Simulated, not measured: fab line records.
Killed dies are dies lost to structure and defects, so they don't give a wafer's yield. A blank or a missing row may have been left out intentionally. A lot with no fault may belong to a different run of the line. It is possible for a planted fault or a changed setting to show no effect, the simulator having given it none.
Chamber matching / flow gf180mcu / rie diel-02 running GF_CONTACT_ETCH_16: 4 sister chambers
The step etches BARC in N2/H2. 14 wafers are shown with their chamber, then 7 later ones without.

## EACH WAFER AND ITS CHAMBER
wafer=L611.1; chamber=3; drypump motor current A (A)=5.2; oes product au (a.u.)=0.850; chamber pressure mTorr (mTorr)=29.981
wafer=L611.3; chamber=0; drypump motor current A (A)=5.4; oes product au (a.u.)=0.852; chamber pressure mTorr (mTorr)=30.004
wafer=L611.4; chamber=1; drypump motor current A (A)=5.0; oes product au (a.u.)=0.854; chamber pressure mTorr (mTorr)=29.975
wafer=L613.2; chamber=0; drypump motor current A (A)=5.4; oes product au (a.u.)=0.849; chamber pressure mTorr (mTorr)=30.058
wafer=L613.3; chamber=1; drypump motor current A (A)=5.0; oes product au (a.u.)=0.860; chamber pressure mTorr (mTorr)=29.961
wafer=L613.5; chamber=2; drypump motor current A (A)=6.7; oes product au (a.u.)=0.856; chamber pressure mTorr (mTorr)=30.026
wafer=L616.2; chamber=0; drypump motor current A (A)=5.4; oes product au (a.u.)=0.857; chamber pressure mTorr (mTorr)=30.032
wafer=L616.3; chamber=2; drypump motor current A (A)=6.8; oes product au (a.u.)=0.860; chamber pressure mTorr (mTorr)=30.036
wafer=L616.4; chamber=1; drypump motor current A (A)=5.0; oes product au (a.u.)=0.854; chamber pressure mTorr (mTorr)=29.944
wafer=L617.2; chamber=3; drypump motor current A (A)=5.3; oes product au (a.u.)=0.850; chamber pressure mTorr (mTorr)=30.021
wafer=L617.3; chamber=0; drypump motor current A (A)=5.4; oes product au (a.u.)=0.853; chamber pressure mTorr (mTorr)=30.015
wafer=L617.4; chamber=1; drypump motor current A (A)=5.0; oes product au (a.u.)=0.853; chamber pressure mTorr (mTorr)=29.958
wafer=L626.1; chamber=0; drypump motor current A (A)=5.4; oes product au (a.u.)=0.860; chamber pressure mTorr (mTorr)=30.000
wafer=L626.2; chamber=2; drypump motor current A (A)=6.8; oes product au (a.u.)=0.862; chamber pressure mTorr (mTorr)=29.990

SIGNATURES (averages over the wafers above)
reading=drypump motor current A; chamber 0=5.400; chamber 1=5.000; chamber 2=6.767; chamber 3=5.250; scatter within a chamber=0.0342
reading=oes product au; chamber 0=0.85420; chamber 1=0.85525; chamber 2=0.85933; chamber 3=0.85000; scatter within a chamber=0.00352
reading=chamber pressure mTorr; chamber 0=30.02180; chamber 1=29.95950; chamber 2=30.01733; chamber 3=30.00100; scatter within a chamber=0.0217
Rule: for each reading, subtract the chamber's mean from the wafer's reading, divide by that reading's scatter and square the result; add these up over the readings and take the root, which gives the wafer's distance from the chamber. The wafer belongs to the nearest chamber; if the next one is less than 2 further off, it can't be placed. The scatter: take each reading less its chamber's mean, square it, sum over the shown wafers, divide by the number of wafers less the number of chambers, and take the root.

## WAFERS WITHOUT THEIR CHAMBER
wafer=L626.6; drypump motor current A (A)=5.0; oes product au (a.u.)=0.865; chamber pressure mTorr (mTorr)=30.006
wafer=L628.2; drypump motor current A (A)=5.2; oes product au (a.u.)=0.857; chamber pressure mTorr (mTorr)=29.975
wafer=L628.5; drypump motor current A (A)=5.4; oes product au (a.u.)=0.855; chamber pressure mTorr (mTorr)=30.062
wafer=L628.6; drypump motor current A (A)=5.2; oes product au (a.u.)=0.854; chamber pressure mTorr (mTorr)=30.017
wafer=L632.1; drypump motor current A (A)=5.2; oes product au (a.u.)=0.857; chamber pressure mTorr (mTorr)=29.974
wafer=L632.3; drypump motor current A (A)=6.8; oes product au (a.u.)=0.847; chamber pressure mTorr (mTorr)=30.024
wafer=L632.6; drypump motor current A (A)=6.8; oes product au (a.u.)=0.845; chamber pressure mTorr (mTorr)=30.019

## EACH ONE'S CHAMBER
wafer=L626.6; from the rows above=1; in truth=1
wafer=L628.2; from the rows above=3; in truth=3
wafer=L628.5; from the rows above=0; in truth=0
wafer=L628.6; from the rows above=3; in truth=3
wafer=L632.1; from the rows above=3; in truth=3
wafer=L632.3; from the rows above=2; in truth=2
wafer=L632.6; from the rows above=2; in truth=2
Placed correctly: 7 of 7. Can't be placed from these rows: 0. Placed wrongly: 0.
